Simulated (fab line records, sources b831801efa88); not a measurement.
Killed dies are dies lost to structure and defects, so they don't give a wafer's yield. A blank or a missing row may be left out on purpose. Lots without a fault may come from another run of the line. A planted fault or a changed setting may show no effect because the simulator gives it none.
fab line records | flow sky130
record lots=24 wafers=72 last_day=50
route steps=708 shown CONTACT@431 METAL1@434 VIA3@574
lots that met no fault: from a run of the same line without faults
start_h: hours from the record's first day to the start of the lot's first wafer shown | wait_h: hours since the lot's step before | " the same as in the row above | L1.1+2: a row that stands for several wafers | - no value, or no start given | * or withheld: withheld | < > ~ a bound
route shown NAME@n: a module of which the file shows steps, and the number in the route of the first | usual: mean/standard deviation of fault-free wafers | same: alike in all rows | chamber/n: place in a boat | sites: the reading at each site | _std_site: their standard deviation | _edge_site: outer sites' mean less inner sites' | radius_mm: how far each site lies from the wafer's centre | mask NAME#n: copy n | behind: the tool/chamber that last shaped the wafer | hold: why the lot was held/for how many hours/how that ended | device: the transistor (n, p or np) that didn't switch | end of line: the same wafers' tests at the end of the route | a step without rows: its recipe alone | killed: dies lost to structure and defects at the first sort, not the wafer's yield | map: a wafer's dies, x killed, . not, _ none there
set.NAME: the setting as run; set.NAME@STEP: as run at that earlier step | model.NAME: the simulator's own value behind a step, which no gauge read
steps of the route over a sample of lots; a table a step, a row a wafer
services: from which hour (start_h, from the record's first day; less than 0 if before it) a tool's chamber was out of use, for how many hours, and why
## steps
# step SKY_CONTACT_RS_MEAS_25
# recipe thk_meas_gauge=four-point-probe reads=W_of_CONTACT_CVD_24+TiN_of_CONTACT_SPUTTER_23
# usual CONTACT_W_RS=0.335/0.0043
# columns lot.wafer tool chamber start_h wait_h CONTACT_W_RS[ohm/sq]
L074.1 film_metro-03 - 729.59 0.1 0.333
L074.5 " - " " 0.346
L074.6 " - " " 0.333
L075.1 film_metro-03 - 739.77 0.1 0.343
L075.2 " - " " 0.340
L075.4 " - " " 0.337
L076.2 film_metro-02 - 750.70 0.1 0.330
L076.4 " - " " 0.336
L076.6 " - " " 0.332
L077.1 film_metro-03 - 759.64 0.1 0.335
L077.4 " - " " 0.330
L077.6 " - " " 0.334
L078.2 film_metro-03 - 769.25 0.1 0.341
L078.3 " - " " 0.340
L078.6 " - " " 0.339
L079.1 film_metro-04 - 784.18 0.1 0.342
L079.2 " - " " 0.343
L079.6 " - " " 0.337
L080.1 film_metro-03 - 786.61 0.1 0.342
L080.2 " - " " 0.335
L080.5 " - " " 0.337
L081.1 film_metro-02 - 798.74 0.1 0.343
L081.2 " - " " 0.338
L081.5 " - " " 0.341
L082.1 film_metro-03 - 803.57 0.1 0.334
L082.2 " - " " 0.343
L082.6 " - " " 0.334
L083.2 film_metro-02 - 809.12 0.1 0.334
L083.3 " - " " 0.326
L083.5 " - " " 0.338
L084.1 film_metro-04 - 815.90 0.1 0.332
L084.4 " - " " 0.332
L084.6 " - " " 0.338
L085.1 film_metro-03 - 827.99 0.2 0.334
L085.3 " - " " 0.337
L085.5 " - " " 0.339
L086.1 film_metro-04 - 833.01 0.1 0.337
L086.3 " - " " 0.334
L086.4 " - " " 0.336
L087.3 film_metro-02 - 840.58 0.1 0.327
L087.4 " - " " 0.335
L087.6 " - " " 0.335
L089.2 film_metro-04 - 845.92 0.1 0.337
L089.3 " - " " 0.329
L089.5 " - " " 0.335
L088.1 film_metro-03 - 847.97 0.1 0.327
L088.4 " - " " 0.332
L088.5 " - " " 0.333
L090.1 film_metro-03 - 859.70 0.1 0.335
L090.2 " - " " 0.336
L090.3 " - " " 0.335
L091.1 film_metro-04 - 868.83 0.1 0.329
L091.5 " - " " 0.332
L091.6 " - " " 0.337
L092.1 film_metro-03 - 873.84 0.1 0.332
L092.3 " - " " 0.332
L092.4 " - " " 0.336
L093.1 film_metro-03 - 884.17 0.1 0.335
L093.3 " - " " 0.338
L093.6 " - " " 0.334
L094.1 film_metro-02 - 889.79 0.1 0.338
L094.3 " - " " 0.329
L094.6 " - " " 0.334
L095.1 film_metro-04 - 898.55 0.1 0.328
L095.4 " - " " 0.330
L095.5 " - " " 0.331
L096.1 film_metro-03 - 906.12 0.1 0.336
L096.2 " - " " 0.329
L096.3 " - " " 0.332
L097.2 film_metro-02 - 911.52 0.1 0.334
L097.4 " - " " 0.334
L097.6 " - " " 0.333
# step SKY_METAL1_SPUTTER_00
# recipe material=Ti target_thk_nm=15 power_w=3000 time_s=10 chamber_pressure_pa=0.4
# usual throttle_valve_pct=30.0/1.1
# columns lot.wafer tool chamber start_h wait_h throttle_valve_pct
L074.1 pvd_sputter-03 - 730.07 0.1 29.2
L074.5 " - " " 29.8
L074.6 " - " " 28.8
L075.1 pvd_sputter-03 - 740.25 0.2 29.9
L075.2 " - " " 28.8
L075.4 " - " " 29.6
L076.2 pvd_sputter-04 - 751.16 0.1 28.8
L076.4 " - " " 31.6
L076.6 " - " " 31.5
L077.1 pvd_sputter-04 - 760.12 0.2 31.7
L077.4 " - " " 29.4
L077.6 " - " " 32.6
L078.2 pvd_sputter-04 - 769.71 0.2 32.3
L078.3 " - " " 29.1
L078.6 " - " " 29.2
L079.1 pvd_sputter-04 - 784.66 0.2 29.3
L079.2 " - " " 32.3
L079.6 " - " " 32.2
L080.1 pvd_sputter-02 - 787.09 0.1 29.1
L080.2 " - " " 29.4
L080.5 " - " " 30.7
L081.1 pvd_sputter-04 - 799.22 0.2 28.9
L081.2 " - " " 32.4
L081.5 " - " " 28.9
L082.1 pvd_sputter-02 - 804.05 0.1 29.5
L082.2 " - " " 30.0
L082.6 " - " " 29.9
L083.2 pvd_sputter-03 - 809.58 0.2 30.2
L083.3 " - " " 29.6
L083.5 " - " " 29.4
L084.1 pvd_sputter-02 - 816.38 0.1 29.2
L084.4 " - " " 29.9
L084.6 " - " " 29.2
L085.1 pvd_sputter-02 - 828.47 0.2 29.8
L085.3 " - " " 28.9
L085.5 " - " " 30.8
L086.1 pvd_sputter-03 - 833.78 0.2 29.6
L086.3 " - " " 30.1
L086.4 " - " " 28.8
L087.3 pvd_sputter-02 - 841.02 0.1 30.0
L087.4 " - " " 29.4
L087.6 " - " " 29.5
L089.2 pvd_sputter-04 - 846.38 0.2 32.5
L089.3 " - " " 28.9
L089.5 " - " " 29.6
L088.1 pvd_sputter-04 - 848.45 0.1 29.1
L088.4 " - " " 32.5
L088.5 " - " " 28.9
L090.1 pvd_sputter-02 - 860.18 0.2 29.5
L090.2 " - " " 30.1
L090.3 " - " " 29.3
L091.1 pvd_sputter-02 - 869.31 0.1 31.2
L091.5 " - " " 29.7
L091.6 " - " " 29.6
L092.1 pvd_sputter-04 - 874.32 0.2 29.3
L092.3 " - " " 29.1
L092.4 " - " " 31.5
L093.1 pvd_sputter-03 - 884.70 0.1 29.7
L093.3 " - " " 29.6
L093.6 " - " " 29.7
L094.1 pvd_sputter-03 - 890.27 0.2 29.5
L094.3 " - " " 30.0
L094.6 " - " " 29.8
L095.1 pvd_sputter-03 - 899.03 0.2 29.1
L095.4 " - " " 30.0
L095.5 " - " " 29.3
L096.1 pvd_sputter-03 - 906.60 0.1 29.8
L096.2 " - " " 29.1
L096.3 " - " " 30.1
L097.2 pvd_sputter-02 - 911.98 0.1 29.1
L097.4 " - " " 31.0
L097.6 " - " " 29.0
# step SKY_METAL1_SPUTTER_01
# recipe material=TiN target_thk_nm=20 power_w=6500 time_s=16.7 chamber_pressure_pa=0.4
# usual throttle_valve_pct=30.0/1
# columns lot.wafer tool chamber start_h wait_h throttle_valve_pct
L074.1 pvd_sputter-03 - 730.09 0.0 29.1
L074.5 " - " " 29.7
L074.6 " - " " 29.2
L075.1 pvd_sputter-03 - 740.27 0.0 29.8
L075.2 " - " " 29.3
L075.4 " - " " 29.6
L076.2 pvd_sputter-04 - 751.18 0.0 29.0
L076.4 " - " " 31.6
L076.6 " - " " 31.5
L077.1 pvd_sputter-04 - 760.14 0.0 31.5
L077.4 " - " " 29.1
L077.6 " - " " 32.4
L078.2 pvd_sputter-04 - 769.73 0.0 32.3
L078.3 " - " " 29.4
L078.6 " - " " 29.0
L079.1 pvd_sputter-04 - 784.68 0.0 29.6
L079.2 " - " " 32.5
L079.6 " - " " 32.2
L080.1 pvd_sputter-02 - 787.11 0.0 29.1
L080.2 " - " " 29.3
L080.5 " - " " 30.9
L081.1 pvd_sputter-04 - 799.24 0.0 29.6
L081.2 " - " " 32.6
L081.5 " - " " 29.3
L082.1 pvd_sputter-02 - 804.08 0.0 29.4
L082.2 " - " " 29.9
L082.6 " - " " 30.1
L083.2 pvd_sputter-03 - 809.61 0.0 30.0
L083.3 " - " " 29.5
L083.5 " - " " 29.5
L084.1 pvd_sputter-02 - 816.40 0.0 29.4
L084.4 " - " " 29.8
L084.6 " - " " 29.4
L085.1 pvd_sputter-02 - 828.50 0.0 29.8
L085.3 " - " " 29.2
L085.5 " - " " 30.9
L086.1 pvd_sputter-03 - 833.80 0.0 29.7
L086.3 " - " " 29.7
L086.4 " - " " 28.9
L087.3 pvd_sputter-02 - 841.05 0.0 30.0
L087.4 " - " " 29.3
L087.6 " - " " 29.4
L089.2 pvd_sputter-04 - 846.41 0.0 32.8
L089.3 " - " " 29.0
L089.5 " - " " 29.5
L088.1 pvd_sputter-04 - 848.47 0.0 28.8
L088.4 " - " " 32.2
L088.5 " - " " 28.9
L090.1 pvd_sputter-02 - 860.21 0.0 29.3
L090.2 " - " " 30.2
L090.3 " - " " 29.3
L091.1 pvd_sputter-02 - 869.33 0.0 30.8
L091.5 " - " " 30.0
L091.6 " - " " 29.2
L092.1 pvd_sputter-04 - 874.34 0.0 29.3
L092.3 " - " " 29.0
L092.4 " - " " 31.6
L093.1 pvd_sputter-03 - 884.73 0.0 29.5
L093.3 " - " " 29.9
L093.6 " - " " 30.0
L094.1 pvd_sputter-03 - 890.29 0.0 29.6
L094.3 " - " " 30.1
L094.6 " - " " 29.7
L095.1 pvd_sputter-03 - 899.05 0.0 29.3
L095.4 " - " " 29.6
L095.5 " - " " 29.2
L096.1 pvd_sputter-03 - 906.63 0.0 30.0
L096.2 " - " " 28.8
L096.3 " - " " 30.0
L097.2 pvd_sputter-02 - 912.00 0.0 29.2
L097.4 " - " " 30.9
L097.6 " - " " 29.3
# step SKY_VIA3_THK_MEAS_01
# recipe reads=SiO2_of_VIA3_HDPCVD_00
# usual VIA3_HDPCVD_THK=1637/15
# columns lot.wafer tool chamber start_h wait_h VIA3_HDPCVD_THK[nm]
L074.1 film_metro-01 - 898.31 0.1 1666
L074.5 " - " " 1669
L074.6 " - " " 1631
L075.1 film_metro-01 - 906.53 0.1 1632
L075.2 " - " " 1655
L075.4 " - " " 1639
L076.2 film_metro-04 - 916.70 0.1 1623
L076.4 " - " " 1645
L076.6 " - " " 1649
L077.1 film_metro-01 - 924.98 0.1 1656
L077.4 " - " " 1645
L077.6 " - " " 1645
L078.2 film_metro-02 - 933.86 0.2 1648
L078.3 " - " " 1641
L078.6 " - " " 1659
L079.1 film_metro-02 - 946.35 0.2 1619
L079.2 " - " " 1645
L079.6 " - " " 1629
L080.1 film_metro-02 - 948.94 0.1 1613
L080.2 " - " " 1620
L080.5 " - " " 1626
L081.1 film_metro-04 - 960.90 0.1 1635
L081.2 " - " " 1626
L081.5 " - " " 1640
L082.1 film_metro-02 - 965.16 0.1 1636
L082.2 " - " " 1644
L082.6 " - " " 1652
L083.2 film_metro-04 - 970.80 0.1 1617
L083.3 " - " " 1615
L083.5 " - " " 1643
L084.1 film_metro-04 - 975.97 0.1 1636
L084.4 " - " " 1625
L084.6 " - " " 1646
L085.1 film_metro-01 - 987.05 0.1 1639
L085.3 " - " " 1642
L085.5 " - " " 1628
L086.1 film_metro-01 - 990.45 0.1 1647
L086.3 " - " " 1623
L086.4 " - " " 1630
L087.3 film_metro-02 - 997.79 0.1 1621
L087.4 " - " " 1650
L087.6 " - " " 1612
L089.2 film_metro-01 - 1002.86 0.1 1667
L089.3 " - " " 1654
L089.5 " - " " 1635
L088.1 film_metro-02 - 1004.69 0.1 1644
L088.4 " - " " 1655
L088.5 " - " " 1655
L090.1 film_metro-02 - 1015.19 0.1 1616
L090.2 " - " " 1633
L090.3 " - " " 1618
L091.1 film_metro-04 - 1025.49 0.1 1649
L091.5 " - " " 1625
L091.6 " - " " 1638
L092.1 film_metro-01 - 1027.57 0.1 1637
L092.3 " - " " 1610
L092.4 " - " " 1626
L093.1 film_metro-04 - 1036.94 0.1 1629
L093.3 " - " " 1620
L093.6 " - " " 1640
L094.1 film_metro-04 - 1040.84 0.1 1612
L094.3 " - " " 1619
L094.6 " - " " 1622
L095.1 film_metro-01 - 1048.99 0.1 1618
L095.4 " - " " 1644
L095.5 " - " " 1630
L096.1 film_metro-01 - 1056.87 0.1 1622
L096.2 " - " " 1639
L096.3 " - " " 1634
L097.2 film_metro-01 - 1059.10 0.1 1642
L097.4 " - " " 1617
L097.6 " - " " 1631
# step SKY_VIA3_OVL_MEAS_13
# usual VIA3_OVL=-2/4.2
# columns lot.wafer tool chamber start_h wait_h VIA3_OVL[nm]
L074.1 overlay-01 - 923.12 0.1 -11
L074.5 " - " " 1
L074.6 " - " " -5
L075.1 overlay-01 - 931.96 0.1 -6
L075.2 " - " " -9
L075.4 " - " " 2
L076.2 overlay-02 - 942.05 0.1 -8
L076.4 " - " " -12
L076.6 " - " " -7
L077.1 overlay-02 - 950.41 0.1 -3
L077.4 " - " " -3
L077.6 " - " " 1
L078.2 overlay-01 - 959.32 0.1 -8
L078.3 " - " " -1
L078.6 " - " " -9
L079.1 overlay-02 - 971.39 0.1 -8
L079.2 " - " " 1
L079.6 " - " " -2
L080.1 overlay-02 - 973.56 0.1 -3
L080.2 " - " " 7
L080.5 " - " " 5
L081.1 overlay-02 - 985.36 0.1 -9
L081.2 " - " " -3
L081.5 " - " " -5
L082.1 overlay-02 - 989.57 0.1 -4
L082.2 " - " " -8
L082.6 " - " " -9
L083.2 overlay-01 - 994.90 0.1 4
L083.3 " - " " -3
L083.5 " - " " -2
L084.1 overlay-01 - 1000.02 0.1 6
L084.4 " - " " 2
L084.6 " - " " 1
L085.1 overlay-01 - 1010.59 0.1 3
L085.3 " - " " 0
L085.5 " - " " 1
L086.1 overlay-02 - 1013.04 0.1 3
L086.3 " - " " 3
L086.4 " - " " 0
L087.3 overlay-01 - 1021.12 0.1 -2
L087.4 " - " " -9
L087.6 " - " " -6
L089.2 overlay-02 - 1026.02 0.1 -7
L089.3 " - " " -1
L089.5 " - " " -5
L088.1 overlay-02 - 1028.41 0.1 -4
L088.4 " - " " -10
L088.5 " - " " -5
L090.1 overlay-01 - 1038.61 0.1 0
L090.2 " - " " -2
L090.3 " - " " 2
L091.1 overlay-02 - 1048.89 0.1 4
L091.5 " - " " 1
L091.6 " - " " -2
L092.1 overlay-01 - 1050.04 0.1 -4
L092.3 " - " " -3
L092.4 " - " " -2
L093.1 overlay-01 - 1059.52 0.1 -2
L093.3 " - " " 3
L093.6 " - " " -1
L094.1 overlay-02 - 1061.89 0.1 1
L094.3 " - " " -3
L094.6 " - " " 1
L095.1 overlay-01 - 1070.24 0.1 -2
L095.4 " - " " -2
L095.5 " - " " -6
L096.1 overlay-02 - 1077.64 0.1 -2
L096.2 " - " " -3
L096.3 " - " " -3
L097.2 overlay-01 - 1080.87 0.1 -6
L097.4 " - " " 2
L097.6 " - " " -2
# step SKY_VIA3_ETCH_15
# recipe target=SiO2 chemistry=C4F8/O2/Ar target_depth_nm=507 stop_on=TiN mask_material=KrF-thick source_w=1500 bias_w=1200 pressure_mtorr=40 c4f8_flow_sccm=withheld O2_flow_sccm=6 Ar_flow_sccm=300 time_s=78
# usual oes_product_au=0.947/0.0044
# columns lot.wafer tool chamber start_h wait_h oes_product_au
L074.1 rie_diel-02 1 923.19 0.0 0.949
L074.5 " 2 " " 0.948
L074.6 " 1 " " 0.955
L075.1 rie_diel-02 0 932.06 0.0 0.948
L075.2 " 2 " " 0.948
L075.4 " 0 " " 0.949
L076.2 rie_diel-02 3 942.12 0.0 0.952
L076.4 " 2 " " 0.947
L076.6 " 0 " " 0.941
L077.1 rie_diel-02 2 950.49 0.0 0.946
L077.4 " 1 " " 0.950
L077.6 " 1 " " 0.950
L078.2 rie_diel-04 2 959.39 0.0 0.943
L078.3 " 3 " " 0.954
L078.6 " 2 " " 0.945
L079.1 rie_diel-04 2 971.47 0.0 0.945
L079.2 " 3 " " 0.950
L079.6 " 2 " " 0.946
L080.1 rie_diel-01 1 973.64 0.0 0.942
L080.2 " 3 " " 0.943
L080.5 " 2 " " 0.943
L081.1 rie_diel-04 1 985.44 0.0 0.951
L081.2 " 0 " " 0.946
L081.5 " 2 " " 0.947
L082.1 rie_diel-04 2 989.64 0.0 0.950
L082.2 " 1 " " 0.946
L082.6 " 0 " " 0.954
L083.2 rie_diel-02 2 994.97 0.0 0.945
L083.3 " 0 " " 0.951
L083.5 " 3 " " 0.940
L084.1 rie_diel-04 2 1000.09 0.0 0.951
L084.4 " 3 " " 0.944
L084.6 " 2 " " 0.955
L085.1 rie_diel-01 3 1010.67 0.0 0.940
L085.3 " 2 " " 0.946
L085.5 " 2 " " 0.950
L086.1 rie_diel-02 1 1013.12 0.0 0.945
L086.3 " 2 " " 0.952
L086.4 " 0 " " 0.944
L087.3 rie_diel-04 3 1021.19 0.0 0.946
L087.4 " 0 " " 0.949
L087.6 " 3 " " 0.942
L089.2 rie_diel-02 3 1026.09 0.0 0.948
L089.3 " 1 " " 0.951
L089.5 " 2 " " 0.944
L088.1 rie_diel-02 3 1028.49 0.0 0.944
L088.4 " 0 " " 0.942
L088.5 " 3 " " 0.945
L090.1 rie_diel-01 1 1038.69 0.0 0.941
L090.2 " 3 " " 0.943
L090.3 " 2 " " 0.935
L091.1 rie_diel-01 3 1048.97 0.0 0.955
L091.5 " 3 " " 0.944
L091.6 " 0 " " 0.943
L092.1 rie_diel-01 1 1050.12 0.0 0.948
L092.3 " 0 " " 0.950
L092.4 " 3 " " 0.952
L093.1 rie_diel-04 0 1059.60 0.0 0.945
L093.3 " 2 " " 0.951
L093.6 " 1 " " 0.941
L094.1 rie_diel-04 2 1061.97 0.0 0.948
L094.3 " 1 " " 0.938
L094.6 " 3 " " 0.948
L095.1 rie_diel-02 0 1070.32 0.0 0.945
L095.4 " 3 " " 0.954
L095.5 " 2 " " 0.953
L096.1 rie_diel-02 3 1077.72 0.0 0.948
L096.2 " 1 " " 0.951
L096.3 " 0 " " 0.947
L097.2 rie_diel-04 3 1080.95 0.0 0.950
L097.4 " 2 " " 0.943
L097.6 " 0 " " 0.941
## services
# columns tool chamber start_h hours kind
rie_diel-02 - 715.54 2.8 pm
rie_diel-04 1 717.43 4.2 repair
rie_diel-02 - 720.58 1.1 repair
pvd_sputter-02 - 726.87 1.1 repair
rie_diel-04 - 729.58 0.8 repair
rie_diel-02 1 757.36 6.3 repair
rie_diel-04 2 763.61 8.6 repair
pvd_sputter-02 - 769.38 2.1 repair
rie_diel-02 0 796.00 15.3 repair
rie_diel-04 - 822.18 1.0 repair
pvd_sputter-04 - 834.45 0.6 repair
pvd_sputter-04 - 837.07 1.5 repair
rie_diel-02 3 871.93 8.7 repair
pvd_sputter-04 - 902.12 25.9 repair
rie_diel-02 3 922.64 15.9 repair
rie_diel-02 1 931.04 1.3 repair
pvd_sputter-02 - 944.13 11.5 repair
rie_diel-04 3 944.46 1.3 repair
rie_diel-04 1 950.50 15.4 repair
rie_diel-02 2 982.01 6.4 repair
pvd_sputter-03 - 983.16 2.4 repair
rie_diel-02 2 1020.25 2.8 repair
pvd_sputter-03 - 1030.25 1.3 repair
rie_diel-02 1 1047.22 5.8 repair
## key
fault none
